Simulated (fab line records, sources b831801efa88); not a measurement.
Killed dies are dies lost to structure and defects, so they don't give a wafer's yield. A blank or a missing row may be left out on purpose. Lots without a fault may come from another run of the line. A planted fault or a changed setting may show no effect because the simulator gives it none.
A struck lot beside a sound one | flow sky130 | 45 steps out of a route of 708
Sound: wafers L928.2, L928.3, L928.6. Struck: wafers L933.2, L933.4, L933.5. The cause comes at the end.
At each step with rows: each side's tool, then ch and its chambers, then its first start. Under that, the readings that differ: sound wafers | struck wafers | difference of the means | sigmas: that difference in standard deviations of wafers without a fault.
alike: readings whose means differ by less than 2 such deviations, and words and numbers that are the same on both sides. not compared: withheld readings, readings that some wafer has no value for, bounds like >300 that may hide the same value, and numbers for which the record gives no deviation and whose values overlap.
The two part at a step that has a row with sigmas, a row that says differs or no value, or rows on one side only. Numbers that don't overlap but have no deviation are shown without sigmas and don't part them. A reading that every wafer of one side lacks parts them only if that side has two wafers or more.

SKY_POLY_GATE_THK_MEAS_01:
  sound on film_metro-01, day 13 22:49; struck on film_metro-01, day 15 17:49
  alike: POLY_GATE_CVD_00_THK
then, 8 steps without rows for these wafers: SKY_RES_PROTECT_DEHYDRATE_00 (time 60 s); SKY_RES_PROTECT_HMDS_01 (prime time 60 s); SKY_RES_PROTECT_COAT_02 (resist thk 1140 nm); SKY_RES_PROTECT_SOFTBAKE_03 (time 60 s); SKY_RES_PROTECT_EXPOSE_04 (exposes mask RPM, target cd 1270 nm); SKY_RES_PROTECT_PEB_05; SKY_RES_PROTECT_DEVELOP_06 (develop time 60 s); SKY_POLY_GATE_IMPLANT_02.
SKY_RES_PROTECT_STRIP_07: strips in O2/N2.
  sound on plasma_asher-03 ch 0,1, day 15 01:33; struck on plasma_asher-03 ch 0,1, day 16 21:49
  alike: drypump_motor_current_A, oes_product_au, strip_time_to_endpoint_s
  not compared: rf_hours_counter_h
SKY_RES_PROTECT_TW_MEAS_08:
  sound on film_metro-01, day 15 01:40; struck on film_metro-01, day 16 21:55
  alike: POLY_GATE_TW
then, 1 step without rows for these wafers: SKY_RES_PROTECT_CLEAN_09 (cleans in SC1/SC2, time 150 s).
SKY_POLY_GATE_CVD_03: deposits Si3N4 from DCS/NH3, target thk 75 nm, time 1290 s.
  sound on lpcvd-02 ch 0, day 15 01:46; struck on lpcvd-02 ch 1, day 16 22:01
  reading                                     | sound             | struck           | difference | sigmas
  model.Si3N4_of_POLY_GATE_CVD_03.thk_nm (nm) | 75.58 74.79 75.46 | 46.89 45.9 46.35 | -28.90     |
  alike: zone_power_lower_pct
SKY_POLY_GATE_THK_MEAS_04:
  sound on film_metro-02, day 15 03:08; struck on film_metro-04, day 16 23:23
  reading                   | sound          | struck         | difference | sigmas
  POLY_GATE_CVD_03_THK (nm) | 75.6 74.8 75.4 | 46.9 45.9 46.3 | -28.9      | -53
then, 8 steps without rows for these wafers: SKY_POLY_GATE_DEHYDRATE_05 (time 60 s); SKY_POLY_GATE_HMDS_06 (prime time 60 s); SKY_POLY_GATE_COAT_07 (resist thk 110 nm); SKY_POLY_GATE_COAT_08 (resist thk 450 nm); SKY_POLY_GATE_SOFTBAKE_09 (time 90 s); SKY_POLY_GATE_EXPOSE_10 (exposes mask P1M, target cd 150 nm); SKY_POLY_GATE_PEB_11; SKY_POLY_GATE_DEVELOP_12 (develop time 60 s).
SKY_POLY_GATE_CD_MEAS_13: target cd 150 nm.
  sound on cd_sem-01, day 16 06:46; struck on cd_sem-01, day 18 03:55
  alike: cd_nm
SKY_POLY_GATE_OVL_MEAS_14:
  sound on overlay-02, day 16 06:52; struck on overlay-02, day 18 04:01
  alike: POLY_GATE_OVL
SKY_POLY_GATE_ETCH_15: etches BARC in N2/H2, stops on SiO2, time 118.5 s, target depth 110 nm.
  sound on rie_diel-02 ch 0,1,3, day 16 06:54; struck on rie_diel-02 ch 0,1,2, day 18 04:03
  alike: drypump_motor_current_A, oes_product_au, throttle_valve_pct
  not compared: rf_hours_counter_h
SKY_POLY_GATE_ETCH_16: etches Si3N4 in CH3F/O2, stops on poly-Si, time 147.5 s, target depth 75 nm.
  sound on rie_diel-02 ch 0,1,3, day 16 06:59; struck on rie_diel-02 ch 0,1,2, day 18 04:08
  reading                  | sound             | struck            | difference | sigmas
  oes_product_au (a.u.)    | 0.649 0.647 0.644 | 0.539 0.536 0.541 | -0.108     | -22
  model.etch.depth_nm (nm) | 75.58 74.79 75.46 | 46.89 45.9 46.35  | -28.90     |
  alike: drypump_motor_current_A, throttle_valve_pct
  not compared: rf_hours_counter_h
SKY_POLY_GATE_ETCH_17: etches poly-Si in HBr/Cl2, stops on SiO2, target depth 180 nm, time 70.5 s.
  sound on rie_si-02 ch 1,2,3, day 16 07:05; struck on rie_si-02 ch 2,3, day 18 04:14
  alike: drypump_motor_current_A, oes_product_au, throttle_valve_pct
  not compared: rf_hours_counter_h
SKY_POLY_GATE_STRIP_18: strips in O2/N2.
  sound on plasma_asher-04 ch 0, day 16 07:08; struck on plasma_asher-04 ch 0,1, day 18 04:17
  alike: drypump_motor_current_A, oes_product_au, strip_time_to_endpoint_s
  not compared: rf_hours_counter_h
then, 2 steps without rows for these wafers: SKY_POLY_GATE_CLEAN_19 (cleans in SC1/SC2, time 150 s); SKY_POLY_GATE_OXIDATION_20 (stabilise 600 s, purge 300 s, target thk 4 nm).
SKY_POLY_GATE_THK_MEAS_21:
  sound on film_metro-02, day 16 08:52; struck on film_metro-02, day 18 07:19
  alike: POLY_GATE_OXIDATION_THK
SKY_POLY_GATE_CD_MEAS_22:
  sound on cd_sem-01, day 16 08:57; struck on cd_sem-01, day 18 07:23
  alike: cd_nm
then, 7 steps without rows for these wafers: SKY_LDD_N_DEHYDRATE_00 (time 60 s); SKY_LDD_N_HMDS_01 (prime time 60 s); SKY_LDD_N_COAT_02 (resist thk 300 nm); SKY_LDD_N_SOFTBAKE_03 (time 60 s); SKY_LDD_N_EXPOSE_04 (exposes mask NTM, target cd 840 nm); SKY_LDD_N_PEB_05; SKY_LDD_N_DEVELOP_06 (develop time 60 s).
SKY_LDD_N_OVL_MEAS_07:
  sound on overlay-01, day 17 13:19; struck on overlay-01, day 19 14:04
  alike: LDD_N_OVL
then, 2 steps without rows for these wafers: SKY_LDD_N_IMPLANT_08; SKY_LDD_N_IMPLANT_09.
-- the record jumps here: 5 days lie between the struck wafers' starts before and after (it left off in module LDD_N and takes up again in module LDD_LDN, whose first step shown is number 303 of the route) --
SKY_LDD_LDN_CLEAN_14: cleans in SC1/SC2, time 150 s.
  sound on wet_bench-04 ch 1, day 22 17:39; struck on wet_bench-03 ch 1, day 24 17:26
  reading                                     | sound             | struck            | difference | sigmas
  model.Si3N4_of_POLY_GATE_CVD_03.thk_nm (nm) | 75.44 74.65 75.33 | 46.75 45.77 46.22 | -28.89     |
  alike: temp_c
SKY_POLY_CUT_ETCH_11: etches Si3N4 in CF4/CH2F2/Ar, stops on poly-Si, time 42.5 s, target depth 60 nm.
  sound on rie_diel-01 ch 0,1,3, day 24 01:50; struck on rie_diel-04 ch 0,3, day 26 00:08
  reading                              | sound             | struck            | difference | sigmas
  oes_product_au (a.u.)                | 0.834 0.826 0.833 | 0.660 0.651 0.656 | -0.175     | -32
  model.POLY_CUT.feature_depth_nm (nm) | 62.58 61.89 62.43 | 38.67 37.89 38.24 | -24.03     |
  model.etch.depth_nm (nm)             | 62.58 61.89 62.43 | 38.67 37.89 38.24 | -24.03     |
  alike: cf4_flow_sccm, drypump_motor_current_A, throttle_valve_pct
  not compared: rf_hours_counter_h
-- the record jumps here: 21 days lie between the struck wafers' starts before and after (it left off in module POLY_CUT and takes up again in module PAD_OPEN, whose first step shown is number 708 of the route) --
SKY_PAD_OPEN_PROBE_99:
  sound on prober-02, day 45 14:12; struck on prober-01, day 46 21:26
  reading                             | sound             | struck           | difference | sigmas
  model.etest.cap_li_to_poly.c_af_um2 | 93.03 96.48 94.05 | 90.29 92.21 90.9 | -3.39      |
  alike: killed_at_M0_to_M3, killed_at_M4_up, killed_at_contacts, killed_at_front_end, killed_at_other, killed_dies, killed_open, killed_short

WHERE THEY PART
First at SKY_POLY_GATE_THK_MEAS_04; last, within this record, at SKY_POLY_CUT_ETCH_11. Later steps at which nothing parts them and some readings are alike: SKY_PAD_OPEN_PROBE_99.

WHY: what the simulator had put in
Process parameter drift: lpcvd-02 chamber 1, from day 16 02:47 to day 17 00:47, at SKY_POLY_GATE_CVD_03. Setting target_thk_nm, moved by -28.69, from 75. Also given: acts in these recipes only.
